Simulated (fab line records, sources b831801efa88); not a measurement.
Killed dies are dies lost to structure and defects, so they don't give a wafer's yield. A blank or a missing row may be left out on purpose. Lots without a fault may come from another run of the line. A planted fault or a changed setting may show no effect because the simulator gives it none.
fab line records | flow sky130
record lots=6 wafers=18 last_day=50
route steps=708 shown VT_ADJUST_PCH@146 SONOS_TUNNEL@154
lots that met no fault: from a run of the same line without faults
start_h: hours from the record's first day to the start of the lot's first wafer shown | wait_h: hours since the lot's step before | " the same as in the row above | L1.1+2: a row that stands for several wafers | - no value, or no start given | * or withheld: withheld | < > ~ a bound
route shown NAME@n: a module of which the file shows steps, and the number in the route of the first | usual: mean/standard deviation of fault-free wafers | same: alike in all rows | chamber/n: place in a boat | sites: the reading at each site | _std_site: their standard deviation | _edge_site: outer sites' mean less inner sites' | radius_mm: how far each site lies from the wafer's centre | mask NAME#n: copy n | behind: the tool/chamber that last shaped the wafer | hold: why the lot was held/for how many hours/how that ended | device: the transistor (n, p or np) that didn't switch | end of line: the same wafers' tests at the end of the route | a step without rows: its recipe alone | killed: dies lost to structure and defects at the first sort, not the wafer's yield | map: a wafer's dies, x killed, . not, _ none there
set.NAME: the setting as run; set.NAME@STEP: as run at that earlier step | model.NAME: the simulator's own value behind a step, which no gauge read
lots at some steps of the route; a table a step, a row a wafer
services: from which hour (start_h, from the record's first day; less than 0 if before it) a tool's chamber was out of use, for how many hours, and why
## steps
# step SKY_VT_ADJUST_PCH_SOFTBAKE_03
# recipe temp_c=110 time_s=withheld
# step SKY_VT_ADJUST_PCH_EXPOSE_04
# recipe mask_id=NWM na=0.6 source_shape=conventional sigma_outer=0.6 polarization=unpolarized target_cd_nm=840 dose_mj=255
# step SKY_VT_ADJUST_PCH_PEB_05
# recipe temp_c=115 time_s=withheld
# step SKY_VT_ADJUST_PCH_DEVELOP_06
# recipe wall_angle_deg=90 developer=TMAH develop_time_s=60 dev_temp_c=23
# step SKY_VT_ADJUST_PCH_OVL_MEAS_07
# usual VT_ADJUST_PCH_OVL=0.7/1.4
# columns lot.wafer tool chamber start_h wait_h VT_ADJUST_PCH_OVL[nm]
L991.2 overlay-01 - 245.37 - 1.5
L991.3 " - " " 1.4
L991.5 " - " " 4.0
L995.2 overlay-01 - 274.85 - 1.1
L995.4 " - " " 0.3
L995.5 " - " " 0.9
L999.1 overlay-01 - 304.04 - 1.4
L999.4 " - " " 2.0
L999.5 " - " " 0.6
L101.1 overlay-02 - 319.08 - -1.5
L101.3 " - " " -1.0
L101.6 " - " " -0.6
L111.2 overlay-02 - 392.98 - 0.4
L111.3 " - " " 1.5
L111.4 " - " " -0.9
L110.1 overlay-01 - 393.27 - 2.2
L110.2 " - " " 3.2
L110.6 " - " " 2.5
# step SKY_VT_ADJUST_PCH_IMPLANT_08
# recipe species=B energy_kev=10 dose_cm2=5e+11 tilt_deg=withheld
# step SKY_VT_ADJUST_PCH_STRIP_09
# recipe chemistry=O2/N2 power_w=1400 pressure_mtorr=1500 platen_temp_c=withheld o2_flow_sccm=3000 n2_flow_sccm=300 overash_fraction=0.5
# usual drypump_motor_current_A=5.8/0.45 oes_product_au=0.723/0.0047 strip_time_to_endpoint_s=36.87/0.12
# columns lot.wafer tool chamber start_h wait_h drypump_motor_current_A oes_product_au rf_hours_counter_h strip_time_to_endpoint_s
L991.2 plasma_asher-04 0 245.55 0.1 6.4 0.726 53 37.08
L991.3 " 1 " " 6.1 0.721 - 37.03
L991.5 " 0 " " 6.4 0.719 - 37.02
L995.2 plasma_asher-04 0 275.03 0.1 6.4 0.728 56 36.67
L995.4 " 0 " " 6.4 0.726 - 36.73
L995.5 " 0 " " 6.4 0.728 - 36.71
L999.1 plasma_asher-03 1 304.23 0.1 6.1 0.720 56 36.86
L999.4 " 0 " " 5.4 0.716 - 36.97
L999.5 " 1 " " 6.1 0.717 - 37.02
L101.1 plasma_asher-04 1 319.26 0.1 6.1 0.719 60 36.82
L101.3 " 1 " " 6.1 0.727 - 36.83
L101.6 " 0 " " 6.4 0.718 - 36.86
L111.2 plasma_asher-04 1 393.16 0.1 6.1 0.727 68 36.78
L111.3 " 0 " " 6.4 0.720 - 36.87
L111.4 " 1 " " 6.1 0.714 - 36.89
L110.1 plasma_asher-02 0 393.45 0.1 5.5 0.719 58 36.91
L110.2 " 1 " " 5.2 0.720 58 36.94
L110.6 " 0 " " 5.4 0.717 - 37.00
# step SKY_VT_ADJUST_PCH_TW_MEAS_10
# usual VT_ADJUST_PCH_TW=142.8/1.2
# columns lot.wafer tool chamber start_h wait_h VT_ADJUST_PCH_TW
L991.2 film_metro-04 - 245.66 0.1 139.4
L991.3 " - " " 139.6
L991.5 " - " " 141.0
L995.2 film_metro-02 - 275.14 0.1 143.1
L995.4 " - " " 143.6
L995.5 " - " " 143.8
L999.1 film_metro-01 - 304.33 0.1 142.3
L999.4 " - " " 142.9
L999.5 " - " " 142.5
L101.1 film_metro-02 - 319.36 0.1 144.1
L101.3 " - " " 143.9
L101.6 " - " " 143.8
L111.2 film_metro-02 - 393.27 0.1 145.0
L111.3 " - " " 143.9
L111.4 " - " " 143.9
L110.1 film_metro-04 - 393.55 0.1 141.7
L110.2 " - " " 142.7
L110.6 " - " " 142.8
# step SKY_SONOS_TUNNEL_DEHYDRATE_00
# recipe temp_c=200 time_s=60
# step SKY_SONOS_TUNNEL_HMDS_01
# recipe prime_time_s=60 prime_temp_c=120
# step SKY_SONOS_TUNNEL_COAT_02
# recipe resist=NOVOLAK spin_rpm=3000 resist_thk_nm=1140
# step SKY_SONOS_TUNNEL_SOFTBAKE_03
# recipe temp_c=90 time_s=60 resist=NOVOLAK
# step SKY_SONOS_TUNNEL_EXPOSE_04
# recipe mask_id=TUNM na=0.6 source_shape=conventional sigma_outer=0.6 polarization=unpolarized target_cd_nm=410 dose_mj=136
# usual exposure_dose_mJ_cm2=136.01/0.14
# columns lot.wafer tool chamber start_h wait_h mask exposure_dose_mJ_cm2
L991.2 iline_stepper-01 0 257.99 - TUNM#0 136.18
L991.3 " 0 " " TUNM#0 135.99
L991.5 " 0 " " TUNM#0 136.09
L995.2 iline_stepper-02 0 288.14 - TUNM#0 136.02
L995.4 " 0 " " TUNM#0 136.07
L995.5 " 0 " " TUNM#0 136.16
L999.1 iline_stepper-02 0 317.77 - TUNM#0 126.88
L999.4 " 0 " " TUNM#0 126.87
L999.5 " 0 " " TUNM#0 126.65
L101.1 iline_stepper-02 0 332.25 - TUNM#0 128.55
L101.3 " 0 " " TUNM#0 128.66
L101.6 " 0 " " TUNM#0 128.69
L111.2 iline_stepper-01 0 408.58 - TUNM#0 136.12
L111.3 " 0 " " TUNM#0 136.16
L111.4 " 0 " " TUNM#0 136.14
L110.1 iline_stepper-01 0 408.87 - TUNM#0 135.88
L110.2 " 0 " " TUNM#0 136.01
L110.6 " 0 " " TUNM#0 135.95
# step SKY_SONOS_TUNNEL_PEB_05
# recipe temp_c=withheld time_s=* resist=NOVOLAK
# step SKY_SONOS_TUNNEL_DEVELOP_06
# recipe resist=NOVOLAK developer=TMAH develop_time_s=60 dev_temp_c=23
# step SKY_SONOS_TUNNEL_CD_MEAS_07
# recipe target_cd_nm=410
# usual cd_nm=410.4/2.2
# columns lot.wafer tool chamber start_h wait_h cd_nm
L991.2 cd_sem-02 - 269.71 0.1 403.9
L991.3 " - " " 405.7
L991.5 " - " " 405.9
L995.2 cd_sem-01 - 299.56 0.1 408.1
L995.4 " - " " 408.5
L995.5 " - " " 406.5
L999.1 cd_sem-01 - 330.79 0.1 390.1
L999.4 " - " " 387.1
L999.5 " - " " 390.3
L101.1 cd_sem-02 - 345.88 0.1 399.2
L101.3 " - " " 396.3
L101.6 " - " " 397.2
L111.2 cd_sem-01 - 422.80 0.1 413.5
L111.3 " - " " 409.4
L111.4 " - " " 409.2
L110.1 cd_sem-01 - 423.68 0.1 411.6
L110.2 " - " " 411.6
L110.6 " - " " 410.8
# step SKY_SONOS_TUNNEL_OVL_MEAS_08
# usual SONOS_TUNNEL_OVL=-1.0/1.2
# columns lot.wafer tool chamber start_h wait_h SONOS_TUNNEL_OVL[nm]
L991.2 overlay-01 - 269.82 0.1 -1.0
L991.3 " - " " -1.2
L991.5 " - " " -0.6
L995.2 overlay-01 - 299.67 0.1 -2.3
L995.4 " - " " -2.9
L995.5 " - " " -2.9
L999.1 overlay-01 - 330.91 0.1 -1.3
L999.4 " - " " -1.8
L999.5 " - " " -2.7
L101.1 overlay-02 - 346.00 0.1 -1.3
L101.3 " - " " -1.0
L101.6 " - " " -2.5
L111.2 overlay-02 - 422.90 0.1 -0.5
L111.3 " - " " 0.8
L111.4 " - " " 0.0
L110.1 overlay-01 - 423.80 0.1 -0.9
L110.2 " - " " -2.9
L110.6 " - " " -2.9
## services
# columns tool chamber start_h hours kind
iline_stepper-01 - 242.81 1.7 pm
plasma_asher-04 - 286.22 1.8 repair
iline_stepper-02 - 294.08 8.9 pm
plasma_asher-02 - 321.93 0.7 repair
iline_stepper-01 - 348.81 2.1 pm
iline_stepper-01 - 350.89 - consumable_replace:lamp
## key
first_sign step=SKY_SONOS_TUNNEL_EXPOSE_04 reading=exposure_dose_mJ_cm2 direction=down sigmas=59 usual=* struck=*
effect step=SKY_SONOS_TUNNEL_CD_MEAS_07 reading=cd_nm direction=down sigmas=7.8 usual=410.4 struck=393.4 through=control_loop
met_at SKY_SONOS_TUNNEL_EXPOSE_04
struck_wafers L999.1,L999.4,L999.5,L101.1,L101.3,L101.6
tester_left_out L999,L101
loop_trim step=SKY_SONOS_TUNNEL_EXPOSE_04 setting=dose lots=L101
onset_between 288.14 317.77
fault kind=process_parameter_drift tool=iline_stepper-02 chamber=- onset_h=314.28 steps=SKY_SONOS_TUNNEL_EXPOSE_04 channel=dose_mj offset=-9.2402 shape=step acts_in=these_recipes_only stated=136
# tester_left_out: of these lots the tester's yield and bins aren't shown, on N5 and GAA mostly nor the transistor test; their killed dies are dies lost to structure and defects alone, not to doping, threshold or leakage, so they don't give the yield
# loop_trim: a control loop set the setting to another value than it would have without faults
